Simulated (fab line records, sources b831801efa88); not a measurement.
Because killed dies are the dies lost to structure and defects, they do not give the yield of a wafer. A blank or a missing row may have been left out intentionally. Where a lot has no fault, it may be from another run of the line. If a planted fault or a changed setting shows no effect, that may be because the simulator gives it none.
Lot-split experiment | flow sfq line | route with 325 steps; 5 lots, 23 wafers read

== ON THE SPLIT ==
At SFQ_TRILAYER_I0_CMP_CMP_028 (polishes SiO2), the setting leave above ref nm was moved away from the recipe's 200 nm on 11 of the 23 wafers read, by -6.0% to +6.2%. All remaining wafers had this setting at the recipe value.

== FROM THE SPLIT TO THE READING: what the file shows between them, 2 steps ==
- SFQ_TRILAYER_I0_METRO_MEASURE_029
- SFQ_TRILAYER_I0_VIA_BARC_OPEN_VIA_ETCH_046: etches BARC in O2, target depth 125 nm, time 41.7 s (also split here: bias w)

== THE READING ==
oes product au, in a.u., at SFQ_TRILAYER_I0_VIA_ETCH_VIA_ETCH_034 (etches SiO2 in CHF3, stops on Nb, target depth 260 nm). Typical for fault-free wafers on this fab line: 0.855 a.u., with standard deviation 0.0052 a.u.

wafer  | tool, chamber at the split | leave above ref nm as run, nm | against the recipe | oes product au, a.u. | against lot-mates on the recipe
L078.1 | cmp-02, 0                  | 212.5                         | +6.2%              | 0.884                | +0.027
L078.2 | cmp-02, 3                  | 212.5                         | +6.2%              | 0.893                | +0.036
L078.3 | cmp-02, 2                  | 212.5                         | +6.2%              | 0.885                | +0.028
L078.4 | cmp-02, 1                  | 200                           | recipe             | 0.857                | -
L078.5 | cmp-02, 0                  | 200                           | recipe             | 0.858                | -
L079.2 | cmp-02, 2                  | 196                           | -2.0%              | 0.853                | -0.003
L079.3 | cmp-02, 0                  | 200                           | recipe             | 0.852                | -
L079.4 | cmp-02, 3                  | 200                           | recipe             | 0.864                | -
L079.5 | cmp-02, 3                  | 196                           | -2.0%              | 0.842                | -0.014
L079.6 | cmp-02, 0                  | 200                           | recipe             | 0.852                | -
L080.2 | cmp-02, 1                  | 188                           | -6.0%              | 0.842                | -0.015
L080.3 | cmp-02, 0                  | 200                           | recipe             | 0.857                | -
L080.4 | cmp-02, 2                  | 188                           | -6.0%              | 0.830                | -0.027
L080.5 | cmp-02, 2                  | 200                           | recipe             | 0.857                | -
L080.6 | cmp-02, 1                  | 188                           | -6.0%              | 0.823                | -0.034
L084.1 | cmp-01, 2                  | 200                           | recipe             | 0.859                | -
L084.2 | cmp-01, 0                  | 200                           | recipe             | 0.847                | -
L084.3 | cmp-01, 3                  | 200                           | recipe             | 0.852                | -
L085.1 | cmp-01, 1                  | 206.4                         | +3.2%              | 0.874                | +0.021
L085.3 | cmp-01, 0                  | 206.4                         | +3.2%              | 0.863                | +0.010
L085.4 | cmp-01, 3                  | 200                           | recipe             | 0.856                | -
L085.5 | cmp-01, 3                  | 206.4                         | +3.2%              | 0.864                | +0.011
L085.6 | cmp-01, 0                  | 200                           | recipe             | 0.849                | -

THE FIT
A straight line over all 23 wafers: oes product au changes by +0.00442 a.u. for each +1% of leave above ref nm; r = +0.94; the points scatter about the line by 0.0058 a.u.
The same after taking each lot's own level away (the mean of its wafers on the recipe; 23 wafers): +0.00449 a.u. for each +1%; r = +0.95; scatter 0.0052 a.u.
According to that fit, moving leave above ref nm by its largest amount changes the reading by 0.028 a.u.
From 0.8525 to 0.8575 a.u.: that is the span of the lots' own levels, equal to 1.0 times the standard deviation above.
Hence the lot-to-lot level has little effect on the slope; both slopes agree.
Check: with one of the wafers moved furthest among these (+6.2%) left out of the fit, the line predicts +0.029 a.u. for it against its lot-mates. Against them it came out at +0.0265 a.u.

== FURTHER SPLITS ON THESE WAFERS ==
These wafers also went through other splits before the reading. Each is held against what the fit with the lots' levels taken away leaves over:
other split on the same wafers                    | wafers away from the commonest value | r with oes product au (lot level and that fit taken away)
SFQ_TRILAYER_L0_LITHO_COAT_010 resist thk nm      | 11                                   | -0.03
SFQ_TRILAYER_L0_LITHO_EXPOSE_006 dose mj          | 5                                    | +0.13
SFQ_TRILAYER_L0_VIA_LITHO_COAT_013 spin rpm       | 8                                    | -0.02
SFQ_TRILAYER_L0_VIA_LITHO_EXPOSE_014 dose mj      | 11                                   | -0.10
SFQ_TRILAYER_M0_LITHO_COAT_026 spin rpm           | 10                                   | +0.09
SFQ_TRILAYER_I0_VIA_BARC_OPEN_VIA_ETCH_046 bias w | 6                                    | -0.13

== THE WHOLE CHAIN: every reading that the file lists as answering this split, in the file's order ==
step                                  | what it does                                                        | reading                                                                                   | change (the file's fit)                   | r (the file's)
SFQ_TRILAYER_I0_CMP_CMP_028           | polishes SiO2                                                       | SiO2_of_TRILAYER_I0_DEP_PECVD_027.thk nm (the simulator's own value, which no gauge read) | +1.96 nm for each +1% of the setting      | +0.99
SFQ_TRILAYER_I0_METRO_MEASURE_029     |                                                                     | thk nm                                                                                    | +1.96 nm for each +1% of the setting      | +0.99
SFQ_TRILAYER_I0_VIA_ETCH_VIA_ETCH_034 | etches SiO2 in CHF3, stops on Nb, target depth 260 nm               | oes product au                                                                            | +0.00454 a.u. for each +1% of the setting | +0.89
SFQ_TRILAYER_I0_VIA_ETCH_VIA_ETCH_034 | etches SiO2 in CHF3, stops on Nb, target depth 260 nm               | I0.feature depth nm (the simulator's own value, which no gauge read)                      | +1.96 nm for each +1% of the setting      | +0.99
SFQ_TRILAYER_I0_VIA_ETCH_VIA_ETCH_034 | etches SiO2 in CHF3, stops on Nb, target depth 260 nm               | etch.depth nm (the simulator's own value, which no gauge read)                            | +1.99 nm for each +1% of the setting      | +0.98
SFQ_TRILAYER_M1_ETCH_METAL_ETCH_042   | etches Nb in Cl2/Ar, stops on SiO2, target depth 240 nm, time 120 s | SiO2_of_TRILAYER_I0_DEP_PECVD_027.thk nm (the simulator's own value, which no gauge read) | +1.93 nm for each +1% of the setting      | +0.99

== FILE'S OWN FIT ==
oes product au changes by +0.00454 a.u. for each +1% of leave above ref nm, r = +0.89.
